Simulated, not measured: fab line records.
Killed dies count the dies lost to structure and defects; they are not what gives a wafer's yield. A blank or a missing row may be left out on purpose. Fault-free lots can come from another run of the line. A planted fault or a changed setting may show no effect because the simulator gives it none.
Which tool did it? -- flow gf180mcu -- 24 lots, 72 wafers sampled, at 3 steps of a route of 602

== WHAT THE GAUGES SHOWED, per wafer ==
GF_HV_LDD_TW_MEAS_38. Usual: HV_LDD_3_TW typically reads 1439, with standard deviation 8.7.
lot,measured,on,HV_LDD_3_TW,flag
L074,day 11 07:46,film metro-04,1450 1443 1441,
L075,day 11 18:05,film metro-01,1444 1435 1436,
L076,day 12 03:19,film metro-04,1445 1442 1434,
L077,day 12 10:55,film metro-02,1430 1434 1434,
L078,day 12 17:40,film metro-02,1435 1432 1442,
L079,day 13 06:47,film metro-02,1433 1433 1435,
L080,day 13 08:44,film metro-04,1448 1453 1451,
L081,day 13 20:43,film metro-04,1453 1447 1463,
L082,day 14 03:58,film metro-04,1430 1439 1436,
L083,day 14 13:05,film metro-01,1434 1427 1426,
L085,day 15 04:40,film metro-01,1437 1433 1422,
L084,day 15 06:22,film metro-01,1426 1424 1437,
L086,day 15 15:08,film metro-04,1448 1448 1449,
L087,day 15 18:22,film metro-04,1453 1454 1452,
L088,day 16 02:31,film metro-02,1424 1427 1428,
L089,day 16 16:11,film metro-04,1443 1447 1451,
L090,day 16 23:31,film metro-04,1445 1450 1443,
L091,day 17 10:52,film metro-04,1450 1444 1445,
L092,day 17 16:10,film metro-04,1441 1436 1447,
L093,day 17 20:59,film metro-02,1433 1428 1426,
L094,day 18 04:40,film metro-02,1429 1429 1421,
L095,day 18 13:06,film metro-04,1446 1435 1444,
L096,day 18 22:01,film metro-04,1446 1441 1446,
L097,day 19 08:13,film metro-02,1428 1428 1430,

GF_V1_THK_MEAS_03. Usual: V1_CVD_02_THK typically reads 850 nm, with standard deviation 10.
lot,measured,on,V1_CVD_02_THK (nm),flag
L074,day 16 20:26,film metro-03,844 857 863,
L075,day 17 07:05,film metro-01,840 836 847,
L076,day 17 18:36,film metro-02,838 852 867,
L077,day 18 02:34,film metro-01,837 831 856,
L078,day 18 13:25,film metro-03,842 836 849,
L079,day 19 02:29,film metro-03,851 873 869,
L080,day 19 06:14,film metro-02,828 854 842,
L081,day 19 19:13,film metro-02,839 847 853,
L082,day 20 03:38,film metro-01,845 861 852,
L083,day 20 15:56,film metro-02,835 848 842,
L085,day 21 09:32,film metro-02,854 854 852,
L084,day 21 10:25,film metro-02,840 842 876,
L086,day 21 20:47,film metro-02,857 847 848,
L087,day 22 00:25,film metro-01,839 852 869,
L088,day 22 07:04,film metro-01,855 857 863,
L089,day 22 22:46,film metro-01,845 836 860,
L090,day 23 05:16,film metro-01,832 840 849,
L091,day 23 17:26,film metro-02,835 854 854,
L092,day 23 23:36,film metro-01,848 854 868,
L093,day 24 02:05,film metro-03,868 847 862,
L094,day 24 10:06,film metro-01,835 845 851,
L095,day 24 19:08,film metro-02,865 860 863,
L096,day 25 02:29,film metro-02,856 868 864,
L097,day 25 10:22,film metro-01,831 842 838,

== EACH LOT AND THE TOOL THAT RAN IT (in order: tool; ch and the chambers of the sampled wafers; start) ==
lot,GF_M1_SPUTTER_02
L074,"pvd sputter-04, day 15 21:14"
L075,"pvd sputter-03, day 16 07:50"
L076,"pvd sputter-02, day 16 18:17"
L077,"pvd sputter-04, day 17 02:26"
L078,"pvd sputter-03, day 17 12:47"
L079,"pvd sputter-04, day 18 02:15"
L080,"pvd sputter-04, day 18 04:50"
L081,"pvd sputter-02, day 18 17:20"
L082,"pvd sputter-04, day 19 02:22"
L083,"pvd sputter-04, day 19 14:41"
L085,"pvd sputter-02, day 20 07:49"
L084,"pvd sputter-04, day 20 09:33"
L086,"pvd sputter-02, day 20 20:02"
L087,"pvd sputter-02, day 20 23:41"
L088,"pvd sputter-02, day 21 06:17"
L089,"pvd sputter-03, day 21 21:35"
L090,"pvd sputter-03, day 22 04:32"
L091,"pvd sputter-02, day 22 17:47"
L092,"pvd sputter-04, day 22 23:41"
L093,"pvd sputter-04, day 23 02:20"
L094,"pvd sputter-04, day 23 10:41"
L095,"pvd sputter-04, day 23 19:53"
L096,"pvd sputter-02, day 24 03:14"
L097,"pvd sputter-04, day 24 12:29"
- GF_M1_SPUTTER_02: material AlCu, target thk 450 nm, time 23.9 s.

== WHAT THE TOOLS THEMSELVES READ (means of the sampled wafers that have a number; where no wafer has one, the mark that the record gives instead) ==
GF_M1_SPUTTER_02. Usual: throttle valve pct at 29.6 %, with a standard deviation of 1.1.
lot,tool,throttle valve pct (%),flag
L074,pvd sputter-04,29.2,
L075,pvd sputter-03,30.3,
L076,pvd sputter-02,29.2,
L077,pvd sputter-04,28.7,
L078,pvd sputter-03,30.0,
L079,pvd sputter-04,28.7,
L080,pvd sputter-04,28.8,
L081,pvd sputter-02,29.2,
L082,pvd sputter-04,29.9,
L083,pvd sputter-04,29.3,
L085,pvd sputter-02,29.5,
L084,pvd sputter-04,29.9,
L086,pvd sputter-02,30.4,
L087,pvd sputter-02,29.8,
L088,pvd sputter-02,28.7,
L089,pvd sputter-03,30.7,
L090,pvd sputter-03,31.2,
L091,pvd sputter-02,30.4,
L092,pvd sputter-04,29.3,
L093,pvd sputter-04,28.5,
L094,pvd sputter-04,28.9,
L095,pvd sputter-04,29.3,
L096,pvd sputter-02,29.7,
L097,pvd sputter-04,28.6,

== THE ANSWER, worked out from the rows above alone ==
Rule: a lot is off if the mean of its wafers that have a number lies more than 3 standard deviations from the usual mean. Also off: a lot with no number at a reading for which 4 or more lots have one. The other lots that the step has rows for count as sound. First the gauges in route order, then the tools' own readings, where a lot's mean is used as printed above. At the first step where some lot is off, the reading lying furthest off is the one used; lots without a number count as furthest.
Nothing can be told from this: no lot is off at any reading shown.

== WHAT WAS PUT IN BY THE SIMULATOR ==
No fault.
